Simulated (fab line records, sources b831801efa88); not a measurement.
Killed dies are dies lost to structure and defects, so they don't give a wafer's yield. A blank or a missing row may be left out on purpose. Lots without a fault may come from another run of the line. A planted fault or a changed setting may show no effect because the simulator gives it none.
Which tool did it? | flow gf180mcu | 13 lots, 36 wafers sampled, at 6 steps of a route of 602

WHAT THE GAUGES READ, wafer by wafer
GF_HV_LDD_CD_MEAS_07: target cd 400 nm.
lot  | measured     | on        | cd_nm (nm)
L921 | day 9 23:29  | cd_sem-02 | 400.3 400.2 399.8
L922 | day 10 05:18 | cd_sem-01 | 398.3 397.6 397.6
L924 | day 11 03:31 | cd_sem-02 | 400.5 401.0 398.4
L925 | day 11 09:56 | cd_sem-01 | 401.0 400.5 399.3
L926 | day 11 16:46 | cd_sem-01 | 399.0 397.3 400.2
L928 | day 12 04:03 | cd_sem-02 | 399.7 398.6 399.7
L933 | day 14 00:12 | cd_sem-02 | 209.0 394.1 208.8 394.5
L935 | day 14 07:21 | cd_sem-01 | 211.5 396.5 211.1 396.4
L937 | day 15 02:36 | cd_sem-01 | 215.6 402.5 215.7 402.8
L939 | day 15 13:12 | cd_sem-02 | 403.0 404.6 402.0
L940 | day 15 20:07 | cd_sem-01 | 404.1 404.9 405.1
L942 | day 16 17:29 | cd_sem-01 | 400.6 399.1 399.2
L944 | day 17 02:04 | cd_sem-02 | 397.0 398.1 398.2

GF_HV_LDD_TW_MEAS_11.
lot  | measured     | on            | HV_LDD_TW
L921 | day 9 23:52  | film_metro-04 | 2392 2368 2368
L922 | day 10 05:41 | film_metro-01 | 2415 2417 2417
L924 | day 11 03:55 | film_metro-04 | 2368 2359 2356
L925 | day 11 10:20 | film_metro-04 | 2363 2366 2353
L926 | day 11 17:10 | film_metro-01 | 2411 2409 2399
L928 | day 12 04:26 | film_metro-03 | 2394 2408 2412
L933 | day 14 09:09 | film_metro-03 | 2093 2380 2090 2388
L935 | day 14 10:38 | film_metro-03 | 2097 2392 2094 2384
L937 | day 15 05:55 | film_metro-03 | 2137 2422 2135 2432
L939 | day 15 13:35 | film_metro-03 | 2430 2439 2432
L940 | day 15 20:31 | film_metro-04 | 2375 2375 2391
L942 | day 16 17:52 | film_metro-04 | 2362 2362 2365
L944 | day 17 02:28 | film_metro-03 | 2410 2413 2412

GF_HV_LDD_CD_MEAS_31: target cd 400 nm.
lot  | measured     | on        | cd_nm (nm)
L921 | day 11 11:22 | cd_sem-01 | 400.8 399.0 399.9
L922 | day 11 18:18 | cd_sem-01 | 397.9 399.4 397.9
L924 | day 12 17:58 | cd_sem-01 | 397.8 397.9 400.0
L925 | day 13 01:04 | cd_sem-02 | 398.4 400.4 398.6
L926 | day 13 08:28 | cd_sem-02 | 398.8 399.2 399.8
L928 | day 13 20:07 | cd_sem-02 | 401.6 400.8 400.7
L933 | day 15 19:49 | cd_sem-01 | 397.0 395.9
L935 | day 16 03:46 | cd_sem-01 | 399.9 398.9
L937 | day 16 23:36 | cd_sem-02 | 397.9 401.0
L939 | day 17 10:46 | cd_sem-01 | 396.9 400.7 397.5
L940 | day 17 17:26 | cd_sem-01 | 396.4 397.4 398.2
L942 | day 18 15:31 | cd_sem-02 | 399.5 400.5 401.2
L944 | day 19 01:45 | cd_sem-02 | 397.9 399.5 397.4

WHICH TOOL RAN EACH LOT (tool, then ch and the chambers of the sampled wafers, then the start)
lot  | GF_VT_IMPLANT_STRIP_31               | GF_HV_LDD_DEVELOP_06              | GF_HV_LDD_STRIP_10
L921 | plasma_asher-04 ch 0,1, day 6 21:08  | litho_track-04 ch 0, day 9 23:21  | plasma_asher-02 ch 0,1, day 9 23:46
L922 | plasma_asher-03 ch 0,1, day 7 03:23  | litho_track-02 ch 0, day 10 05:10 | plasma_asher-04 ch 0,1, day 10 05:36
L924 | plasma_asher-04 ch 0,1, day 7 20:50  | litho_track-01 ch 0, day 11 03:22 | plasma_asher-03 ch 0,1, day 11 03:49
L925 | plasma_asher-03 ch 0,1, day 8 00:35  | litho_track-04 ch 0, day 11 09:47 | plasma_asher-03 ch 1, day 11 10:14
L926 | plasma_asher-04 ch 0,1, day 8 09:45  | litho_track-01 ch 0, day 11 16:37 | plasma_asher-03 ch 0, day 11 17:04
L928 | plasma_asher-04 ch 0,1, day 8 18:54  | litho_track-04 ch 0, day 12 03:54 | plasma_asher-02 ch 0,1, day 12 04:20
L933 | plasma_asher-01 ch 1, day 10 11:42   | litho_track-04 ch 0, day 14 00:03 | plasma_asher-03 ch 0, day 14 08:57
L935 | plasma_asher-01 ch 1, day 10 15:47   | litho_track-04 ch 0, day 14 07:12 | plasma_asher-02 ch 0,1, day 14 10:32
L937 | plasma_asher-01 ch 0,1, day 11 08:50 | litho_track-04 ch 0, day 15 02:27 | plasma_asher-02 ch 0,1, day 15 05:49
L939 | plasma_asher-01 ch 0,1, day 11 18:20 | litho_track-01 ch 0, day 15 13:04 | plasma_asher-02 ch 0,1, day 15 13:30
L940 | plasma_asher-01 ch 0,1, day 12 01:27 | litho_track-02 ch 0, day 15 19:59 | plasma_asher-03 ch 0,1, day 15 20:25
L942 | plasma_asher-03 ch 0,1, day 12 19:41 | litho_track-01 ch 0, day 16 17:20 | plasma_asher-02 ch 0,1, day 16 17:46
L944 | plasma_asher-01 ch 0,1, day 13 03:47 | litho_track-02 ch 0, day 17 01:56 | plasma_asher-02 ch 0,1, day 17 02:22
- GF_VT_IMPLANT_STRIP_31: strips in O2/N2.
- GF_HV_LDD_DEVELOP_06: develop time 60 s.
- GF_HV_LDD_STRIP_10: strips in O2/N2.

WHAT THE TOOLS THEMSELVES READ (means of the sampled wafers that have a number; where no wafer has one, the mark that the record gives instead)
GF_VT_IMPLANT_STRIP_31.
lot  | tool            | drypump_motor_current_A (A) | heater_power_w (W) | oes_product_au (a.u.) | strip_time_to_endpoint_s (s)
L921 | plasma_asher-04 | 5.4                         | 303                | 0.720                 | 12.64
L922 | plasma_asher-03 | 5.9                         | 341                | 0.719                 | 12.64
L924 | plasma_asher-04 | 5.4                         | 308                | 0.716                 | 12.59
L925 | plasma_asher-03 | 5.9                         | 345                | 0.718                 | 12.60
L926 | plasma_asher-04 | 5.4                         | 309                | 0.714                 | 12.62
L928 | plasma_asher-04 | 5.4                         | 306                | 0.715                 | 12.62
L933 | plasma_asher-01 | 5.4                         | 300                | 0.712                 | 12.61
L935 | plasma_asher-01 | 5.4                         | 306                | 0.722                 | 12.57
L937 | plasma_asher-01 | 5.5                         | 364                | 0.720                 | 12.59
L939 | plasma_asher-01 | 5.5                         | 386                | 0.716                 | 12.58
L940 | plasma_asher-01 | 5.5                         | 345                | 0.714                 | 12.67
L942 | plasma_asher-03 | 5.9                         | 345                | 0.716                 | 12.59
L944 | plasma_asher-01 | 5.5                         | 379                | 0.711                 | 12.66

GF_HV_LDD_STRIP_10.
lot  | tool            | drypump_motor_current_A (A) | heater_power_w (W) | oes_product_au (a.u.) | strip_time_to_endpoint_s (s)
L921 | plasma_asher-02 | 6.2                         | 337                | 0.717                 | 12.65
L922 | plasma_asher-04 | 5.4                         | 308                | 0.716                 | 12.57
L924 | plasma_asher-03 | 6.2                         | 351                | 0.713                 | 12.60
L925 | plasma_asher-03 | 6.4                         | 358                | 0.725                 | 12.61
L926 | plasma_asher-03 | 5.7                         | 335                | 0.710                 | 12.64
L928 | plasma_asher-02 | 6.2                         | 344                | 0.718                 | 12.61
L933 | plasma_asher-03 | 5.7                         | 340                | 0.714                 | 12.64
L935 | plasma_asher-02 | 6.0                         | 348                | 0.712                 | 12.61
L937 | plasma_asher-02 | 6.0                         | 348                | 0.712                 | 12.62
L939 | plasma_asher-02 | 6.2                         | 340                | 0.716                 | 12.64
L940 | plasma_asher-03 | 5.9                         | 344                | 0.720                 | 12.59
L942 | plasma_asher-02 | 5.7                         | 339                | 0.718                 | 12.61
L944 | plasma_asher-02 | 6.2                         | 334                | 0.719                 | 12.58

THE ANSWER, worked out from the rows above alone
Rule: what is usual is taken from the lots themselves. Put in order of their means at a reading, lots are off if they are a third of the lots or fewer, leave a main group of 4 or more, and stand apart from it by a gap of 3 or more times the standard deviation of the main group's means; of several such gaps the widest counts. A main group whose means are all the same, to the digits that the tables above print for the reading, isn't used. A lot without any number at a reading at which 4 lots or more have one is off too. The other lots that the step has rows for count as sound. The gauges are gone through in route order, then the tools' own readings, and for those a lot's mean is taken as printed above. The first step at which some lot is off is used, and at that step the reading that is off furthest; a lot without a number counts as furthest.
Off: L933, L935, L937, at GF_HV_LDD_CD_MEAS_07 (cd_nm). The main group: mean 400.2 nm, standard deviation 2.1.
A tool fits if, at a process step before that reading, it ran every lot that is off, and no sound lot after the first of them. The gauges at GF_HV_LDD_CD_MEAS_07 aren't tried: what is off there is off at GF_HV_LDD_TW_MEAS_11 too, on other tools, and a gauge's error can't cause that. One fits: litho_track-04 at GF_HV_LDD_DEVELOP_06. Its last sound lot is L928 (day 12 03:54), its first lot that is off L933 (day 14 00:03): a fault that began between those two fits.

WHAT THE SIMULATOR HAD PUT IN
Process parameter drift: litho_track-04, from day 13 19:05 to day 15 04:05, at GF_HV_LDD_DEVELOP_06. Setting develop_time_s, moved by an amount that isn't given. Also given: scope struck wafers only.
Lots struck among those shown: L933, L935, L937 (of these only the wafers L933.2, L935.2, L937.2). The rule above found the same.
